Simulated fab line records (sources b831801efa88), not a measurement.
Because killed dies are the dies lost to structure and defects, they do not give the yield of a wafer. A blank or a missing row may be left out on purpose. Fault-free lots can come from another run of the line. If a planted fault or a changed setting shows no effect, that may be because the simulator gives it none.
Code-filled problem report in 8D (eight disciplines) form :: flow gf180mcu :: the parts of the form that need people (team, actions taken, sign-off) are left out

## 1. WHAT IS WRONG
V1_CVD_00_THK at GF_V1_THK_MEAS_01 reads a mean of 728 nm on 6 wafers of 2 lots; wafers without a fault read 605 nm with a standard deviation of 5.6. Measured from the usual mean, that is +22 standard deviations.
The first sign was on wafer L904.3 at day 22 12:11, on filmMetro-02. At this step, 33 wafers from 11 lots have a number in the record. Rule for "out", or "out of limits": more than 4 standard deviations from the usual mean. The other wafers with a number count as sound.

## 2. WHAT IT IS; WHAT IT IS NOT
question: which readings at this step
is: V1_CVD_00_THK
is not: -

question: which lots
is: L904, L905
is not: L890, L894, L895, L896, L898, L907, L910, L912, L913

question: which wafers of those lots
is: all that have a number
is not: -

question: read on which gauges
is: filmMetro-02, filmMetro-04
is not: filmMetro-01

question: when
is: from day 22 12:11
is not: up to then (15 sound wafers); but 12 sound wafers of L907, L910, L912, L913 came after

## 3. SUSPECTS, AND WHAT RULES EACH OUT
Counting: a tool at a process step up to the reading stays a suspect if it ran every lot that is out and no sound lot after the first of them.
- the gauge at GF_V1_THK_MEAS_01: ruled out. The wafers that are out were read on 2 gauges (filmMetro-02, filmMetro-04).
- cvdW-02 at GF_CONTACT_CVD_24 (deposits W, target thk 300 nm, time 90.339 s): ruled out as a lasting fault. The sound lots L907, L910 went through it after L904, its earliest lot that is out (day 21 10:29).
- cmp-01 at GF_CONTACT_CMP_27 (polishes, stops on SiO2, t overpolish 15 s, target thk 0 nm): ruled out as a lasting fault. The sound lots L912, L913 went through it after L904, its earliest lot that is out (day 21 10:49).
- hdpcvd-02 at GF_V1_CVD_00 (deposits SiO2, target thk 600 nm, time 100 s): kept. It processed each lot that is out, first L904 at day 22 12:06, and no sound lot thereafter; up to then, the last sound lot it processed was L898 at day 20 06:09. Its own readings are out on those wafers: sih4FlowSccm.
After counting, what remains is hdpcvd-02 at GF_V1_CVD_00.

## 4. THE CAUSE (what the simulator had put in)
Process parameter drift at GF_V1_CVD_00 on hdpcvd-02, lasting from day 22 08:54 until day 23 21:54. Setting sih4FlowSccm shifted by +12 from 60. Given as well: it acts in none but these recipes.
Counting left only this tool.

## 5. THE EFFECT CHAIN, in route order
Each row: a reading where the mean over the struck wafers with a number is more than 3 standard deviations away from the usual. Scope: only readings with a usual standard deviation given in the record; hours: median across lots of the time from each lot's start at the first step in this table that gives one to its start at this step; sigmas: change in usual standard deviations.
hours: 0
step: GF_V1_CVD_00
reading: sih4FlowSccm
usual: 59.99 sccm
on struck wafers: 72.04
change: +12.05
sigmas: +67

hours: 0
step: GF_V1_THK_MEAS_01
reading: V1_CVD_00_THK
usual: 605 nm
on struck wafers: 728
change: +123
sigmas: +22
Process steps it contains:
- GF_V1_CVD_00: deposits SiO2, target thk 600 nm, time 100 s.

## 6. WHAT WOULD HAVE CAUGHT IT SOONER
3 hours passed between the start of the fault at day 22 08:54 and the first reading out of limits at a measuring or inspecting step in this record, taken at day 22 12:11.
The tool's own readings at GF_V1_CVD_00 were out on every struck wafer that the step has a row for (sih4FlowSccm): an alarm limit on them would have fired on the first of those.
Lots out: 2; of these, L905 started GF_V1_CVD_00 on hdpcvd-02 after day 22 12:11. Holding the tool at that time would have saved it.
